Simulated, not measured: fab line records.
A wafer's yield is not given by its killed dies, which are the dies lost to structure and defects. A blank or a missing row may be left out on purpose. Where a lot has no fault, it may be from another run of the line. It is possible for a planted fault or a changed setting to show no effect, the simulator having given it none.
Struck lot and sound lot, side by side :: flow sky130 :: 18 out of 708 route steps
Sound: wafers L892.1, L892.2, L892.4. Struck: wafer L901.2 (left out: L901.1, L901.6 of the same lot, which were not struck); the cause appears at the end.
For every step that has rows: the tool of each side, followed by ch and its chambers, followed by its first start. Under that, the readings that differ: sound wafers :: struck wafers :: difference of the means :: sigmas: that difference in standard deviations of wafers without a fault.
alike: a reading whose means differ by less than 2 such deviations, as well as words and numbers matching on both sides. not compared: withheld readings; readings where some wafer has no value; bounds like >300 that might hide an equal value; numbers whose values overlap and for which the record gives no deviation.
Wherever a step has rows on one side only, a row that says differs or no value, or a row with sigmas, the two part there. Numbers that have no deviation but don't overlap get no sigmas and don't part them. Lack of a reading on every wafer of one side parts them only where that side has two or more wafers.

first, 5 steps without rows for these wafers: SKY_VIA4_COAT_06 (resist thk 1140 nm); SKY_VIA4_SOFTBAKE_07 (time 60 s); SKY_VIA4_EXPOSE_08 (exposes mask VIM4, target cd 800 nm); SKY_VIA4_PEB_09; SKY_VIA4_DEVELOP_10 (develop time 60 s).
SKY_VIA4_OVL_MEAS_11:
  sound: overlay-01 at day 46 15:01; struck: overlay-02 at day 47 19:26
reading: VIA4_OVL (nm)
sound: 3.8 3.4 2.8
struck: 0.2
difference: -3.1
sigmas: -2
SKY_VIA4_ETCH_12: etches SiO2 in C4F8/O2/Ar, stops on TiN, target depth 580 nm.
  sound on rieDiel-03 ch 1,2,3, day 46 15:04; struck on rieDiel-02 ch 2, day 47 19:28
  alike: biasW, oesProductAu
SKY_VIA4_STRIP_13: strips in O2/N2.
  sound on plasmaAsher-01 ch 0,1, day 46 15:08; struck on plasmaAsher-03 ch 0, day 47 19:32
reading: oesProductAu (a.u.)
sound: 0.715 0.717 0.705
struck: 0.699
difference: -0.013
sigmas: -3

reading: stripTimeToEndpointS (s)
sound: 12.78 12.81 12.79
struck: 12.88
difference: +0.09
sigmas: +2
  alike: drypumpMotorCurrentA
  not compared: rfHoursCounterH
then, 3 steps without rows for these wafers: SKY_VIA4_STRIP_14 (strips in post etch residue remover, time 1200 s); SKY_VIA4_CLEAN_15 (cleans in IPA, time 180 s); SKY_VIA4_CLEAN_16 (cleans in O3/DIW).
SKY_VIA4_SPUTTER_17: material TiN, target thk 20 nm, time 80 s.
  sound: pvdSputter-01 at day 46 15:46; struck: pvdSputter-01 at day 47 20:11
  alike: throttleValvePct
SKY_VIA4_CVD_18: deposits W, target thk 505 nm, time 152.14 s.
  sound on cvdW-01 ch 0,1, day 46 15:49; struck on cvdW-01 ch 1, day 47 20:15
reading: model.W_of_VIA4_CVD_18.thkNm (nm)
sound: 502.4 499.8 502.5
struck: 823.3
difference: +321.7
sigmas: 
  alike: heaterPowerW
SKY_VIA4_RS_MEAS_19: measures by four-point-probe.
  sound: filmMetro-02 at day 46 15:59; struck: filmMetro-02 at day 47 20:24
reading: VIA4_W_RS (ohm/sq)
sound: 0.2272 0.2287 0.2272
struck: 0.1386
difference: -0.0891
sigmas: -40
SKY_VIA4_THK_MEAS_20: measures by xrf.
  sound: filmMetro-02 at day 46 16:06; struck: filmMetro-02 at day 47 20:31
reading: VIA4_W_THK (nm)
sound: 489 489 493
struck: 789
difference: +299
sigmas: +50
SKY_VIA4_CMP_21: polishes, stops on SiO2, t overpolish 25 s, target thk 0 nm.
  sound on cmp-02 ch 0,1,2, day 46 16:10; struck on cmp-02 ch 0, day 47 20:40
reading: timeToEndpointS (s)
sound: 123 123 128
struck: 204
difference: +79
sigmas: +15
  alike: headPressurePsi, motorCurrentA, slurryFilterDpKPa
SKY_METAL5_SPUTTER_00: material Ti, target thk 15 nm, time 10 s.
  sound: pvdSputter-03 at day 46 16:28; struck: pvdSputter-01 at day 47 20:58
reading: throttleValvePct (%)
sound: 30.3 30.2 31.9
struck: 28.7
difference: -2.1
sigmas: -2
-- the record jumps here: 3 days lie between the struck wafers' starts before and after (it left off in module METAL5 and takes up again in module PAD_OPEN, whose first step shown is number 708 of the route) --
SKY_PAD_OPEN_PROBE_99:
  sound: prober-02 at day 49 07:21; struck: prober-01 at day 50 09:33
reading: killed_at_M0_to_M3
sound: 45 59 46
struck: 35
difference: -15
sigmas: -2
  alike: defectLimitedYield, killed_at_M4_up, killedAtContacts, killedAtFrontEnd, killedAtOther, killedDies, killedOpen, killedShort, sort_bin_3_pad_short, sort_bin_5_function, sort_bin_6_memory, sortNPass, sortYieldPct

WHERE THEY PART
Last at SKY_PAD_OPEN_PROBE_99 as far as this record goes, first at SKY_VIA4_OVL_MEAS_11.

WHY: what the simulator had put in
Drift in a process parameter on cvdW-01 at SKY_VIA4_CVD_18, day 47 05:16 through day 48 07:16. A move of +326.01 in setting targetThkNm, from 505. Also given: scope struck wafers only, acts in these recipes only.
